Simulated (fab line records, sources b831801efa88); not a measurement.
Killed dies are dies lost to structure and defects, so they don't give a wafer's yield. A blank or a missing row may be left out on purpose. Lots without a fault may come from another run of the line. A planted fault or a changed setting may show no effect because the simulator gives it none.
Chamber matching | flow sky130 | SKY_VIA1_CMP_24 on cmp-02: 4 sister chambers
The step polishes, stops on SiO2, t overpolish 15 s, target thk 0 nm. 4 wafers are shown with their chamber, then 7 later ones without.

WAFERS WITH THEIR CHAMBER
wafer  | chamber | motor_current_A (A)
L463.4 | 3       | 9.1
L476.1 | 2       | 12.1
L484.2 | 0       | 11.1
L484.3 | 1       | 10.3

WAFERS WITHOUT THEIR CHAMBER
wafer  | motor_current_A (A)
L484.5 | 10.5
L483.1 | 11.6
L483.2 | 9.4
L483.6 | 10.8
L482.2 | 9.2
L482.4 | 11.4
L482.6 | 12.1

WHICH CHAMBER EACH WENT THROUGH
wafer  | from the rows above     | in truth
L484.5 | can't be placed: 1 or 0 | 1
L483.1 | can't be placed: 0 or 2 | 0
L483.2 | 3                       | 3
L483.6 | can't be placed: 0 or 1 | 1
L482.2 | 3                       | 3
L482.4 | can't be placed: 0 or 2 | 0
L482.6 | 2                       | 2
Placed correctly: 3 of 7. Can't be placed from these rows: 4 (the true chamber is among the candidates in 4). Placed wrongly: 0.
How it was worked out, from the rows above alone: a wafer's distance from a chamber is the root of the sum, over the readings, of the square of ((its reading less the chamber's mean) divided by the reading's scatter). The wafer belongs to the nearest chamber; if the next one is less than 2 further off, it can't be placed. A chamber's mean is the mean of its shown wafers. The scatter: with one shown wafer a chamber, the root of the mean of the squares of how far each hidden wafer lies from its nearest shown one.
